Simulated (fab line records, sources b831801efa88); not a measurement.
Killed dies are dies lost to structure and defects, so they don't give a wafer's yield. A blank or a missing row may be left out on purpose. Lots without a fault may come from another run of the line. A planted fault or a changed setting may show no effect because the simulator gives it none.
fab line records | flow gf180mcu
record lots=5 wafers=15 last_day=34
route steps=602 shown MVPSD@78 VT_IMPLANT@90
lots that met no fault: from a run of the same line without faults
start_h: hours from the record's first day to the start of the lot's first wafer shown | wait_h: hours since the lot's step before | " the same as in the row above | L1.1+2: a row that stands for several wafers | - no value, or no start given | * or withheld: withheld | < > ~ a bound
route shown NAME@n: a module of which the file shows steps, and the number in the route of the first | usual: mean/standard deviation of fault-free wafers | same: alike in all rows | chamber/n: place in a boat | sites: the reading at each site | _std_site: their standard deviation | _edge_site: outer sites' mean less inner sites' | radius_mm: how far each site lies from the wafer's centre | mask NAME#n: copy n | behind: the tool/chamber that last shaped the wafer | hold: why the lot was held/for how many hours/how that ended | device: the transistor (n, p or np) that didn't switch | end of line: the same wafers' tests at the end of the route | a step without rows: its recipe alone | killed: dies lost to structure and defects at the first sort, not the wafer's yield | map: a wafer's dies, x killed, . not, _ none there
set.NAME: the setting as run; set.NAME@STEP: as run at that earlier step | model.NAME: the simulator's own value behind a step, which no gauge read
lots at some steps of the route; a table a step, a row a wafer
services: from which hour (start_h, from the record's first day; less than 0 if before it) a tool's chamber was out of use, for how many hours, and why
## steps
# step GF_MVPSD_DEHYDRATE_00
# recipe temp_c=200 time_s=60
# columns lot.wafer tool chamber start_h wait_h
L074.1+3+4 litho_track-01 0 89.15 5.8
L084.2+4+5 litho_track-02 0 146.57 7.3
L092.1+2+4 litho_track-02 0 194.15 8.1
L093.3+4+6 litho_track-02 0 199.95 7.2
L097.1+3+4 litho_track-03 0 224.53 8.3
# step GF_MVPSD_HMDS_01
# recipe prime_time_s=60 prime_temp_c=120
# columns lot.wafer tool chamber start_h wait_h
L074.1+3+4 litho_track-01 0 89.30 0.1
L084.2+4+5 litho_track-02 0 146.72 0.1
L092.1+2+4 litho_track-02 0 194.30 0.1
L093.3+4+6 litho_track-02 0 200.10 0.1
L097.1+3+4 litho_track-03 0 224.68 0.1
# step GF_MVPSD_COAT_02
# recipe spin_rpm=2000 resist_thk_nm=3000
# usual spin_speed_rpm=2000.0/1.2
# columns lot.wafer tool chamber start_h wait_h spin_speed_rpm
L074.1 litho_track-01 0 89.45 0.1 1998.4
L074.3 " 0 " " 2000.4
L074.4 " 0 " " 1999.1
L084.2 litho_track-02 0 146.87 0.1 1999.8
L084.4 " 0 " " 2001.2
L084.5 " 0 " " 1999.5
L092.1 litho_track-02 0 194.45 0.1 2000.0
L092.2 " 0 " " 1998.2
L092.4 " 0 " " 2001.3
L093.3 litho_track-02 0 200.25 0.1 2000.7
L093.4 " 0 " " 2000.2
L093.6 " 0 " " 2000.0
L097.1 litho_track-03 0 224.83 0.1 1999.4
L097.3 " 0 " " 2000.9
L097.4 " 0 " " 1999.1
# step GF_MVPSD_SOFTBAKE_03
# recipe temp_c=110 time_s=withheld
# columns lot.wafer tool chamber start_h wait_h
L074.1+3+4 litho_track-01 0 89.60 0.1
L084.2+4+5 litho_track-02 0 147.03 0.1
L092.1+2+4 litho_track-02 0 194.60 0.1
L093.3+4+6 litho_track-02 0 200.42 0.1
L097.1+3+4 litho_track-03 0 224.98 0.1
# step GF_MVPSD_EXPOSE_04
# recipe mask_id=MVPSD target_cd_nm=1000 na=0.6 source_shape=conventional sigma_outer=0.6 dose_mj=260
# usual exposure_dose_mJ_cm2=260.04/0.28 reticle_temp_C=23.00/0.11 stage_vel_mm_s=499.98/0.24
# columns lot.wafer tool chamber start_h wait_h mask exposure_dose_mJ_cm2 reticle_temp_C stage_vel_mm_s
L074.1 iline_stepper-01 0 - - MVPSD#0 260.26 22.83 499.42
L074.3 " 0 " " MVPSD#0 260.11 22.84 499.74
L074.4 " 0 " " MVPSD#0 259.78 22.81 499.95
L084.2 iline_stepper-01 0 - - MVPSD#0 260.01 23.08 500.25
L084.4 " 0 " " MVPSD#0 259.54 22.94 500.06
L084.5 " 0 " " MVPSD#0 259.97 23.02 500.26
L092.1 iline_stepper-02 0 - - MVPSD#0 259.75 23.00 499.77
L092.2 " 0 " " MVPSD#0 259.91 23.09 499.84
L092.4 " 0 " " MVPSD#0 259.55 23.11 500.12
L093.3 iline_stepper-02 0 - - MVPSD#0 260.45 23.06 500.03
L093.4 " 0 " " MVPSD#0 260.16 23.13 499.41
L093.6 " 0 " " MVPSD#0 260.54 23.15 499.71
L097.1 iline_stepper-01 0 - - MVPSD#0 259.87 23.05 500.07
L097.3 " 0 " " MVPSD#0 259.42 22.85 500.26
L097.4 " 0 " " MVPSD#0 259.92 23.01 499.64
# step GF_MVPSD_PEB_05
# recipe temp_c=115 time_s=withheld
# columns lot.wafer tool chamber start_h wait_h
L074.1+3+4 litho_track-02 0 - -
L084.2+4+5 litho_track-02 0 - -
L092.1+2+4 litho_track-02 0 - -
L093.3+4+6 litho_track-01 0 - -
L097.1+3+4 litho_track-02 0 - -
# step GF_MVPSD_DEVELOP_06
# recipe wall_angle_deg=90 develop_time_s=60 dev_temp_c=23
# columns lot.wafer tool chamber start_h wait_h
L074.1+3+4 litho_track-02 0 - -
L084.2+4+5 litho_track-02 0 - -
L092.1+2+4 litho_track-02 0 - -
L093.3+4+6 litho_track-01 0 - -
L097.1+3+4 litho_track-02 0 - -
# step GF_MVPSD_OVL_MEAS_07
# usual MVPSD_OVL=-0.2/1.4
# columns lot.wafer tool chamber start_h wait_h MVPSD_OVL[nm]
L074.1 overlay-01 - 96.30 - 0.6
L074.3 " - " " -0.3
L074.4 " - " " -0.5
L084.2 overlay-01 - 154.96 - -2.5
L084.4 " - " " -2.2
L084.5 " - " " -1.7
L092.1 overlay-02 - 201.90 - -1.4
L092.2 " - " " -1.4
L092.4 " - " " -0.9
L093.3 overlay-02 - 209.16 - 1.8
L093.4 " - " " 0.2
L093.6 " - " " 1.0
L097.1 overlay-02 - 234.15 - 1.1
L097.3 " - " " 0.2
L097.4 " - " " -0.3
# step GF_MVPSD_IMPLANT_08
# recipe species=B energy_kev=170 dose_cm2=1.5e+13 tilt_deg=0
# usual dose_ions_cm2=1.5e+13/1.8e+10 faraday_current_uA=84.7/1.6
# columns lot.wafer tool chamber start_h wait_h dose_ions_cm2 faraday_current_uA
L074.1 implanter-02 0 96.34 0.0 1.5002e+13 88.3
L074.3 " 0 " " 1.4979e+13 84.3
L074.4 " 0 " " 1.5016e+13 85.0
L084.2 implanter-02 0 155.01 0.0 1.4997e+13 81.9
L084.4 " 0 " " 1.4985e+13 85.1
L084.5 " 0 " " 1.5006e+13 82.9
L092.1 implanter-02 0 201.93 0.0 1.5026e+13 83.0
L092.2 " 0 " " 1.4993e+13 82.9
L092.4 " 0 " " 1.5014e+13 87.6
L093.3 implanter-02 0 209.23 0.1 1.5011e+13 82.4
L093.4 " 0 " " 1.4985e+13 82.6
L093.6 " 0 " " 1.4984e+13 87.8
L097.1 implanter-04 0 234.18 0.0 1.4999e+13 83.9
L097.3 " 0 " " 1.5018e+13 83.4
L097.4 " 0 " " 1.499e+13 85.5
# step GF_MVPSD_IMPLANT_09
# recipe species=B energy_kev=40 dose_cm2=5e+12 tilt_deg=0
# usual dose_ions_cm2=5e+12/5.7e+09 faraday_current_uA=28.3/0.61
# columns lot.wafer tool chamber start_h wait_h dose_ions_cm2 faraday_current_uA
L074.1 implanter-02 0 96.49 0.1 4.983e+12 29.0
L074.3 " 0 " " 4.998e+12 27.7
L074.4 " 0 " " 4.989e+12 28.3
L084.2 implanter-02 0 155.16 0.1 4.998e+12 28.3
L084.4 " 0 " " 5.006e+12 28.4
L084.5 " 0 " " 5.004e+12 27.4
L092.1 implanter-02 0 202.08 0.1 5.012e+12 28.9
L092.2 " 0 " " 4.988e+12 28.2
L092.4 " 0 " " 5e+12 28.2
L093.3 implanter-02 0 209.38 0.1 5.009e+12 28.6
L093.4 " 0 " " 5.002e+12 29.1
L093.6 " 0 " " 5.001e+12 28.2
L097.1 implanter-04 0 234.33 0.1 4.997e+12 27.8
L097.3 " 0 " " 5.002e+12 29.1
L097.4 " 0 " " 5.002e+12 29.4
# step GF_MVPSD_STRIP_10
# recipe chemistry=O2/N2 power_w=1400 pressure_mtorr=1500 platen_temp_c=250 o2_flow_sccm=3000 n2_flow_sccm=300 overash_fraction=0.5
# usual drypump_motor_current_A=5.5/0.52 heater_power_w=331/20 oes_product_au=0.723/0.0048 strip_time_to_endpoint_s=37.03/0.1
# same overash_fraction=0.5
# columns lot.wafer tool chamber start_h wait_h drypump_motor_current_A heater_power_w oes_product_au rf_hours_counter_h strip_time_to_endpoint_s
L074.1 plasma_asher-04 1 96.64 0.1 6.0 341 0.723 40 37.10
L074.3 " 0 " " 4.8 343 0.720 - 37.13
L074.4 " 1 " " 6.0 346 0.722 - 36.91
L084.2 plasma_asher-03 0 155.29 0.1 5.2 325 0.725 37 37.05
L084.4 " 0 " " 5.2 311 0.720 - 36.90
L084.5 " 0 " " 5.2 320 0.721 - 36.90
L092.1 plasma_asher-03 1 202.23 0.1 5.4 317 0.731 42 36.93
L092.2 " 0 " " 5.2 309 0.721 42 36.90
L092.4 " 0 " " 5.2 317 0.723 - 36.92
L093.3 plasma_asher-02 0 209.51 0.1 6.5 303 0.724 - 36.82
L093.4 " 1 " " 6.1 300 0.730 - 36.91
L093.6 " 0 " " 6.5 299 0.723 - 36.86
L097.1 plasma_asher-04 1 234.48 0.1 6.0 350 0.720 12 36.87
L097.3 " 1 " " 6.1 354 0.717 - 36.98
L097.4 " 0 " " 4.9 358 0.730 - 36.96
# step GF_MVPSD_TW_MEAS_11
# usual MVPSD_TW=548.0/2.7
# columns lot.wafer tool chamber start_h wait_h MVPSD_TW
L074.1 film_metro-04 - 96.74 0.1 549.0
L074.3 " - " " 547.5
L074.4 " - " " 549.6
L084.2 film_metro-02 - 155.40 0.1 549.4
L084.4 " - " " 548.2
L084.5 " - " " 550.7
L092.1 film_metro-01 - 202.33 0.1 549.4
L092.2 " - " " 549.8
L092.4 " - " " 550.3
L093.3 film_metro-02 - 209.60 0.1 545.5
L093.4 " - " " 545.1
L093.6 " - " " 546.9
L097.1 film_metro-01 - 234.58 0.1 544.7
L097.3 " - " " 545.3
L097.4 " - " " 546.4
# step GF_VT_IMPLANT_DEHYDRATE_00
# recipe temp_c=200 time_s=60
# columns lot.wafer tool chamber start_h wait_h
L074.1+3+4 litho_track-02 0 103.45 6.7
L084.2+4+5 litho_track-02 0 162.92 7.5
L092.1+2+4 litho_track-02 0 210.05 7.7
L093.3+4+6 litho_track-04 0 217.61 8.0
L097.1+3+4 litho_track-03 0 242.78 8.2
# step GF_VT_IMPLANT_HMDS_01
# recipe prime_time_s=60 prime_temp_c=120
# columns lot.wafer tool chamber start_h wait_h
L074.1+3+4 litho_track-02 0 103.60 0.1
L084.2+4+5 litho_track-02 0 163.07 0.1
L092.1+2+4 litho_track-02 0 210.20 0.1
L093.3+4+6 litho_track-04 0 217.76 0.1
L097.1+3+4 litho_track-03 0 242.93 0.1
# step GF_VT_IMPLANT_COAT_02
# recipe resist=NOVOLAK spin_rpm=3000 resist_thk_nm=1000
# usual spin_speed_rpm=2999.8/2.3
# columns lot.wafer tool chamber start_h wait_h spin_speed_rpm
L074.1 litho_track-02 0 103.75 0.1 2999.6
L074.3 " 0 " " 3003.1
L074.4 " 0 " " 2998.2
L084.2 litho_track-02 0 163.22 0.1 2999.6
L084.4 " 0 " " 2999.9
L084.5 " 0 " " 3001.1
L092.1 litho_track-02 0 210.35 0.1 2996.8
L092.2 " 0 " " 2999.1
L092.4 " 0 " " 2998.6
L093.3 litho_track-04 0 217.91 0.1 3000.1
L093.4 " 0 " " 3000.5
L093.6 " 0 " " 3003.4
L097.1 litho_track-03 0 243.08 0.1 3000.2
L097.3 " 0 " " 3000.8
L097.4 " 0 " " 2999.5
# step GF_VT_IMPLANT_SOFTBAKE_03
# recipe temp_c=90 time_s=60 resist=NOVOLAK
# columns lot.wafer tool chamber start_h wait_h
L074.1+3+4 litho_track-02 0 103.90 0.1
L084.2+4+5 litho_track-02 0 163.37 0.1
L092.1+2+4 litho_track-02 0 210.50 0.1
L093.3+4+6 litho_track-04 0 218.06 0.1
L097.1+3+4 litho_track-03 0 243.23 0.1
# step GF_VT_IMPLANT_EXPOSE_04
# recipe mask_id=LVPWELL_LV_AREA target_cd_nm=600 na=0.6 source_shape=conventional sigma_outer=0.6 dose_mj=140
# usual exposure_dose_mJ_cm2=139.99/0.12 reticle_temp_C=23.01/0.1 stage_vel_mm_s=499.98/0.29
# columns lot.wafer tool chamber start_h wait_h mask exposure_dose_mJ_cm2 reticle_temp_C stage_vel_mm_s
L074.1 iline_stepper-02 0 - - LVPWELL_LV_AREA#0 140.03 22.97 499.79
L074.3 " 0 " " LVPWELL_LV_AREA#0 140.15 23.12 500.08
L074.4 " 0 " " LVPWELL_LV_AREA#0 140.09 23.08 500.27
L084.2 iline_stepper-02 0 - - LVPWELL_LV_AREA#0 139.92 22.96 500.05
L084.4 " 0 " " LVPWELL_LV_AREA#0 140.05 22.98 499.86
L084.5 " 0 " " LVPWELL_LV_AREA#0 139.99 22.98 500.17
L092.1 iline_stepper-02 0 - - LVPWELL_LV_AREA#0 139.98 22.89 500.42
L092.2 " 0 " " LVPWELL_LV_AREA#0 139.82 22.87 500.58
L092.4 " 0 " " LVPWELL_LV_AREA#0 139.96 22.75 500.72
L093.3 iline_stepper-02 0 - - LVPWELL_LV_AREA#0 139.99 23.08 499.62
L093.4 " 0 " " LVPWELL_LV_AREA#0 140.09 23.09 499.77
L093.6 " 0 " " LVPWELL_LV_AREA#0 140.20 23.14 499.73
L097.1 iline_stepper-01 0 - - LVPWELL_LV_AREA#0 140.04 23.08 499.43
L097.3 " 0 " " LVPWELL_LV_AREA#0 140.32 23.04 499.96
L097.4 " 0 " " LVPWELL_LV_AREA#0 140.24 23.07 499.66
# step GF_VT_IMPLANT_PEB_05
# recipe temp_c=withheld time_s=* resist=NOVOLAK
# columns lot.wafer tool chamber start_h wait_h
L074.1+3+4 litho_track-04 0 - -
L084.2+4+5 litho_track-02 0 - -
L092.1+2+4 litho_track-02 0 - -
L093.3+4+6 litho_track-02 0 - -
L097.1+3+4 litho_track-03 0 - -
# step GF_VT_IMPLANT_DEVELOP_06
# recipe develop_time_s=60 dev_temp_c=23
# columns lot.wafer tool chamber start_h wait_h
L074.1+3+4 litho_track-04 0 111.06 0.1
L084.2+4+5 litho_track-02 0 171.02 0.1
L092.1+2+4 litho_track-02 0 219.15 0.1
L093.3+4+6 litho_track-02 0 226.60 0.1
L097.1+3+4 litho_track-03 0 252.93 0.1
# step GF_VT_IMPLANT_OVL_MEAS_07
# usual VT_IMPLANT_OVL=0.4/1.3
# columns lot.wafer tool chamber start_h wait_h VT_IMPLANT_OVL[nm]
L074.1 overlay-02 - 111.21 0.1 1.8
L074.3 " - " " 1.0
L074.4 " - " " 1.2
L084.2 overlay-02 - 171.16 0.1 -0.1
L084.4 " - " " 1.2
L084.5 " - " " 0.4
L092.1 overlay-01 - 219.30 0.1 1.6
L092.2 " - " " 1.3
L092.4 " - " " 1.2
L093.3 overlay-01 - 226.71 0.1 1.5
L093.4 " - " " 1.7
L093.6 " - " " 2.7
L097.1 overlay-01 - 253.08 0.1 -1.8
L097.3 " - " " -0.3
L097.4 " - " " -0.1
# step GF_VT_IMPLANT_IMPLANT_08
# recipe species=BF2 energy_kev=20 dose_cm2=8.695e+12 tilt_deg=7
# usual dose_ions_cm2=8.694e+12/9.1e+09 faraday_current_uA=49.0/0.95
# columns lot.wafer tool chamber start_h wait_h dose_ions_cm2 faraday_current_uA
L074.1 implanter-01 0 111.25 0.0 8.675e+12 50.0
L074.3 " 0 " " 8.692e+12 49.6
L074.4 " 0 " " 8.683e+12 50.5
L084.2 implanter-04 0 171.21 0.0 8.695e+12 48.5
L084.4 " 0 " " 8.695e+12 50.7
L084.5 " 0 " " 8.687e+12 48.5
L092.1 implanter-02 0 219.33 0.0 8.698e+12 50.6
L092.2 " 0 " " 8.681e+12 47.8
L092.4 " 0 " " 8.696e+12 48.1
L093.3 implanter-02 0 226.78 0.1 8.692e+12 48.6
L093.4 " 0 " " 8.691e+12 48.8
L093.6 " 0 " " 8.697e+12 48.9
L097.1 implanter-02 0 253.12 0.0 8.682e+12 49.5
L097.3 " 0 " " 8.69e+12 48.5
L097.4 " 0 " " 8.699e+12 47.7
# step GF_VT_IMPLANT_STRIP_09
# recipe chemistry=O2/N2 power_w=1400 pressure_mtorr=1500 platen_temp_c=250 o2_flow_sccm=3000 n2_flow_sccm=300 overash_fraction=0.5
# usual drypump_motor_current_A=5.6/0.51 heater_power_w=312/15 oes_product_au=0.716/0.0043 strip_time_to_endpoint_s=12.64/0.04
# same overash_fraction=0.5
# columns lot.wafer tool chamber start_h wait_h drypump_motor_current_A heater_power_w oes_product_au rf_hours_counter_h strip_time_to_endpoint_s
L074.1 plasma_asher-01 0 111.40 0.1 5.1 336 0.715 43 12.60
L074.3 " 0 " " 5.1 332 0.716 - 12.65
L074.4 " 1 " " 5.3 315 0.718 - 12.59
L084.2 plasma_asher-02 1 171.34 0.1 6.1 303 0.717 58 12.66
L084.4 " 0 " " 6.5 301 0.713 - 12.70
L084.5 " 0 " " 6.5 295 0.720 - 12.67
L092.1 plasma_asher-03 0 219.48 0.1 5.2 320 0.714 44 12.55
L092.2 " 1 " " 5.4 310 0.716 44 12.56
L092.4 " 0 " " 5.2 314 0.716 - 12.57
L093.3 plasma_asher-03 0 226.92 0.1 5.2 315 0.718 - 12.61
L093.4 " 1 " " 5.4 314 0.716 - 12.68
L093.6 " 1 " " 5.4 311 0.713 - 12.64
L097.1 plasma_asher-03 1 253.27 0.1 5.4 311 0.712 48 12.66
L097.3 " 0 " " 5.2 314 0.709 - 12.67
L097.4 " 1 " " 5.4 314 0.714 - 12.66
# step GF_VT_IMPLANT_TW_MEAS_10
# usual VT_IMPLANT_TW=565.1/2.9
# columns lot.wafer tool chamber start_h wait_h VT_IMPLANT_TW
L074.1 film_metro-01 - 111.50 0.1 568.4
L074.3 " - " " 567.0
L074.4 " - " " 570.2
L084.2 film_metro-03 - 171.45 0.1 566.7
L084.4 " - " " 569.9
L084.5 " - " " 566.4
L092.1 film_metro-01 - 219.58 0.1 562.2
L092.2 " - " " 563.2
L092.4 " - " " 564.3
L093.3 film_metro-03 - 227.00 0.1 567.4
L093.4 " - " " 567.2
L093.6 " - " " 564.9
L097.1 film_metro-01 - 253.37 0.1 566.0
L097.3 " - " " 563.8
L097.4 " - " " 565.1
# step GF_VT_IMPLANT_DEHYDRATE_11
# recipe temp_c=200 time_s=60
# columns lot.wafer tool chamber start_h wait_h
L074.1+3+4 litho_track-04 0 117.81 6.3
L084.2+4+5 litho_track-02 0 179.22 7.8
L092.1+2+4 litho_track-04 0 227.61 8.0
L093.3+4+6 litho_track-02 0 235.75 8.7
L097.1+3+4 litho_track-02 0 261.60 8.2
# step GF_VT_IMPLANT_HMDS_12
# recipe prime_time_s=60 prime_temp_c=120
# columns lot.wafer tool chamber start_h wait_h
L074.1+3+4 litho_track-04 0 117.96 0.1
L084.2+4+5 litho_track-02 0 179.37 0.1
L092.1+2+4 litho_track-04 0 227.76 0.1
L093.3+4+6 litho_track-02 0 235.90 0.1
L097.1+3+4 litho_track-02 0 261.75 0.1
# step GF_VT_IMPLANT_COAT_13
# recipe resist=NOVOLAK spin_rpm=3000 resist_thk_nm=1000
# usual spin_speed_rpm=2999.7/2.1
# columns lot.wafer tool chamber start_h wait_h spin_speed_rpm
L074.1 litho_track-04 0 118.11 0.1 2999.7
L074.3 " 0 " " 3005.0
L074.4 " 0 " " 3001.7
L084.2 litho_track-02 0 179.52 0.1 3001.8
L084.4 " 0 " " 3000.8
L084.5 " 0 " " 2998.8
L092.1 litho_track-04 0 227.91 0.1 2999.3
L092.2 " 0 " " 3000.4
L092.4 " 0 " " 3000.0
L093.3 litho_track-02 0 236.05 0.1 2997.7
L093.4 " 0 " " 2998.4
L093.6 " 0 " " 2997.4
L097.1 litho_track-02 0 261.90 0.1 2996.7
L097.3 " 0 " " 2998.8
L097.4 " 0 " " 3000.3
# step GF_VT_IMPLANT_SOFTBAKE_14
# recipe temp_c=90 time_s=60 resist=NOVOLAK
# columns lot.wafer tool chamber start_h wait_h
L074.1+3+4 litho_track-04 0 118.26 0.1
L084.2+4+5 litho_track-02 0 179.67 0.1
L092.1+2+4 litho_track-04 0 228.06 0.1
L093.3+4+6 litho_track-02 0 236.20 0.1
L097.1+3+4 litho_track-02 0 262.05 0.1
# step GF_VT_IMPLANT_EXPOSE_15
# recipe mask_id=Nwell_LV_AREA target_cd_nm=860 na=0.6 source_shape=conventional sigma_outer=0.6 dose_mj=140
# usual exposure_dose_mJ_cm2=139.98/0.13 reticle_temp_C=22.98/0.1 stage_vel_mm_s=499.99/0.25
# columns lot.wafer tool chamber start_h wait_h mask exposure_dose_mJ_cm2 reticle_temp_C stage_vel_mm_s
L074.1 iline_stepper-01 0 - - Nwell_LV_AREA#0 139.79 22.97 500.18
L074.3 " 0 " " Nwell_LV_AREA#0 140.00 22.98 500.46
L074.4 " 0 " " Nwell_LV_AREA#0 140.12 22.98 500.24
L084.2 iline_stepper-02 0 - - Nwell_LV_AREA#0 139.96 22.85 499.58
L084.4 " 0 " " Nwell_LV_AREA#0 140.00 22.78 500.02
L084.5 " 0 " " Nwell_LV_AREA#0 139.85 22.93 499.59
L092.1 iline_stepper-02 0 - - Nwell_LV_AREA#0 140.00 22.84 500.00
L092.2 " 0 " " Nwell_LV_AREA#0 140.20 23.00 499.80
L092.4 " 0 " " Nwell_LV_AREA#0 140.09 22.99 500.16
L093.3 iline_stepper-02 0 - - Nwell_LV_AREA#0 140.10 23.13 499.65
L093.4 " 0 " " Nwell_LV_AREA#0 139.95 22.96 500.13
L093.6 " 0 " " Nwell_LV_AREA#0 140.10 22.97 499.55
L097.1 iline_stepper-01 0 - - Nwell_LV_AREA#0 139.90 22.92 500.19
L097.3 " 0 " " Nwell_LV_AREA#0 140.04 23.03 499.83
L097.4 " 0 " " Nwell_LV_AREA#0 140.15 22.97 500.07
# step GF_VT_IMPLANT_PEB_16
# recipe temp_c=withheld time_s=* resist=NOVOLAK
# columns lot.wafer tool chamber start_h wait_h
L074.1+3+4 litho_track-02 0 - -
L084.2+4+5 litho_track-04 0 - -
L092.1+2+4 litho_track-04 0 - -
L093.3+4+6 litho_track-02 0 - -
L097.1+3+4 litho_track-04 0 - -
# step GF_VT_IMPLANT_DEVELOP_17
# recipe develop_time_s=60 dev_temp_c=23
# columns lot.wafer tool chamber start_h wait_h
L074.1+3+4 litho_track-02 0 125.85 0.1
L084.2+4+5 litho_track-04 0 187.94 0.1
L092.1+2+4 litho_track-04 0 236.91 0.1
L093.3+4+6 litho_track-02 0 244.95 0.1
L097.1+3+4 litho_track-04 0 271.36 0.1
# step GF_VT_IMPLANT_OVL_MEAS_18
# usual VT_IMPLANT_01_OVL=-0.6/1.4
# columns lot.wafer tool chamber start_h wait_h VT_IMPLANT_01_OVL[nm]
L074.1 overlay-02 - 126.00 0.1 -2.2
L074.3 " - " " -1.1
L074.4 " - " " -1.0
L084.2 overlay-01 - 188.07 0.1 -0.5
L084.4 " - " " -0.2
L084.5 " - " " -1.4
L092.1 overlay-01 - 237.06 0.1 -3.3
L092.2 " - " " -3.2
L092.4 " - " " -2.7
L093.3 overlay-02 - 245.06 0.1 1.4
L093.4 " - " " 1.6
L093.6 " - " " 0.4
L097.1 overlay-02 - 271.51 0.1 -1.9
L097.3 " - " " -1.3
L097.4 " - " " -1.9
# step GF_VT_IMPLANT_IMPLANT_19
# recipe species=As energy_kev=100 dose_cm2=4.35e+12 tilt_deg=7
# usual dose_ions_cm2=4.35e+12/5e+09 faraday_current_uA=24.6/0.49
# columns lot.wafer tool chamber start_h wait_h dose_ions_cm2 faraday_current_uA
L074.1 implanter-01 0 126.04 0.0 4.343e+12 24.7
L074.3 " 0 " " 4.346e+12 24.6
L074.4 " 0 " " 4.35e+12 24.8
L084.2 implanter-04 0 188.12 0.0 4.35e+12 25.2
L084.4 " 0 " " 4.348e+12 24.9
L084.5 " 0 " " 4.343e+12 23.9
L092.1 implanter-02 0 237.10 0.0 4.347e+12 25.1
L092.2 " 0 " " 4.341e+12 25.2
L092.4 " 0 " " 4.35e+12 24.5
L093.3 implanter-02 0 245.13 0.1 4.354e+12 24.0
L093.4 " 0 " " 4.354e+12 24.5
L093.6 " 0 " " 4.356e+12 24.3
L097.1 implanter-02 0 271.55 0.0 4.352e+12 24.2
L097.3 " 0 " " 4.354e+12 24.8
L097.4 " 0 " " 4.348e+12 24.6
# step GF_VT_IMPLANT_STRIP_20
# recipe chemistry=O2/N2 power_w=1400 pressure_mtorr=1500 platen_temp_c=250 o2_flow_sccm=3000 n2_flow_sccm=300 overash_fraction=0.5
# usual drypump_motor_current_A=5.6/0.51 heater_power_w=313/13 oes_product_au=0.716/0.0046 strip_time_to_endpoint_s=12.65/0.044
# same overash_fraction=0.5
# columns lot.wafer tool chamber start_h wait_h drypump_motor_current_A heater_power_w oes_product_au rf_hours_counter_h strip_time_to_endpoint_s
L074.1 plasma_asher-01 1 126.19 0.1 5.3 321 0.711 44 12.60
L074.3 " 1 " " 5.3 316 0.715 - 12.61
L074.4 " 0 " " 5.1 342 0.717 - 12.60
L084.2 plasma_asher-03 1 188.25 0.1 5.4 317 0.720 41 12.70
L084.4 " 1 " " 5.4 316 0.710 - 12.66
L084.5 " 1 " " 5.4 312 0.719 - 12.67
L092.1 plasma_asher-01 1 237.25 0.1 5.3 316 0.714 54 12.62
L092.2 " 0 " " 5.1 340 0.713 54 12.58
L092.4 " 1 " " 5.3 317 0.715 - 12.62
L093.3 plasma_asher-02 1 245.27 0.1 6.1 302 0.719 - 12.63
L093.4 " 0 " " 6.5 296 0.712 - 12.63
L093.6 " 0 " " 6.5 297 0.724 - 12.64
L097.1 plasma_asher-02 1 271.70 0.1 6.1 298 0.713 69 12.67
L097.3 " 1 " " 6.1 301 0.711 - 12.68
L097.4 " 0 " " 6.5 292 0.723 - 12.69
# step GF_VT_IMPLANT_TW_MEAS_21
# usual VT_IMPLANT_2_TW=1199/6.1
# columns lot.wafer tool chamber start_h wait_h VT_IMPLANT_2_TW
L074.1 film_metro-02 - 126.29 0.1 1206
L074.3 " - " " 1207
L074.4 " - " " 1208
L084.2 film_metro-03 - 188.36 0.1 1200
L084.4 " - " " 1191
L084.5 " - " " 1201
L092.1 film_metro-03 - 237.35 0.1 1202
L092.2 " - " " 1204
L092.4 " - " " 1204
L093.3 film_metro-02 - 245.35 0.1 1205
L093.4 " - " " 1205
L093.6 " - " " 1205
L097.1 film_metro-01 - 271.80 0.1 1196
L097.3 " - " " 1199
L097.4 " - " " 1202
# step GF_VT_IMPLANT_DEHYDRATE_22
# recipe temp_c=200 time_s=60
# columns lot.wafer tool chamber start_h wait_h
L074.1+3+4 litho_track-03 0 133.49 7.2
L084.2+4+5 litho_track-04 0 196.29 7.9
L092.1+2+4 litho_track-02 0 246.00 8.6
L093.3+4+6 litho_track-02 0 254.60 9.2
L097.1+3+4 litho_track-04 0 280.51 8.7
# step GF_VT_IMPLANT_HMDS_23
# recipe prime_time_s=60 prime_temp_c=120
# columns lot.wafer tool chamber start_h wait_h
L074.1+3+4 litho_track-03 0 133.64 0.1
L084.2+4+5 litho_track-04 0 196.44 0.1
L092.1+2+4 litho_track-02 0 246.15 0.1
L093.3+4+6 litho_track-02 0 254.75 0.1
L097.1+3+4 litho_track-04 0 280.66 0.1
# step GF_VT_IMPLANT_COAT_24
# recipe resist=NOVOLAK spin_rpm=3000 resist_thk_nm=1000
# usual spin_speed_rpm=2999.5/2.3
# columns lot.wafer tool chamber start_h wait_h spin_speed_rpm
L074.1 litho_track-03 0 133.79 0.1 3001.1
L074.3 " 0 " " 3000.6
L074.4 " 0 " " 2998.9
L084.2 litho_track-04 0 196.59 0.1 3000.8
L084.4 " 0 " " 3001.6
L084.5 " 0 " " 3000.9
L092.1 litho_track-02 0 246.30 0.1 2999.0
L092.2 " 0 " " 2999.9
L092.4 " 0 " " 2999.0
L093.3 litho_track-02 0 254.90 0.1 2997.9
L093.4 " 0 " " 2999.7
L093.6 " 0 " " 2998.4
L097.1 litho_track-04 0 280.81 0.1 2997.0
L097.3 " 0 " " 2996.6
L097.4 " 0 " " 3000.3
# step GF_VT_IMPLANT_SOFTBAKE_25
# recipe temp_c=90 time_s=60 resist=NOVOLAK
# columns lot.wafer tool chamber start_h wait_h
L074.1+3+4 litho_track-03 0 133.94 0.1
L084.2+4+5 litho_track-04 0 196.74 0.1
L092.1+2+4 litho_track-02 0 246.45 0.1
L093.3+4+6 litho_track-02 0 255.05 0.1
L097.1+3+4 litho_track-04 0 280.96 0.1
## services
# columns tool chamber start_h hours kind
implanter-02 - 70.16 3.9 pm
plasma_asher-04 - 77.39 8.6 repair
implanter-02 - 108.74 20.9 pm
plasma_asher-04 - 108.75 9.0 pm
implanter-04 - 129.81 1.5 repair
iline_stepper-01 - 155.63 1.7 pm
implanter-01 - 164.53 6.8 repair
implanter-02 - 165.25 4.4 repair
iline_stepper-02 - 168.34 9.1 repair
iline_stepper-02 - 177.42 1.7 pm
iline_stepper-01 - 182.09 11.5 repair
implanter-01 - 183.44 3.9 pm
implanter-02 - 185.36 2.3 repair
implanter-01 - 191.66 4.0 repair
iline_stepper-01 - 196.24 4.4 pm
implanter-01 - 206.16 8.1 repair
iline_stepper-02 0 208.88 - calibration
plasma_asher-01 - 213.60 13.8 repair
iline_stepper-01 0 222.78 - calibration
iline_stepper-02 - 222.94 4.3 pm
iline_stepper-01 - 248.97 1.1 repair
iline_stepper-01 - 258.47 2.1 pm
iline_stepper-01 - 260.55 - consumable_replace:lamp
plasma_asher-03 - 273.85 2.8 pm
## key
fault none
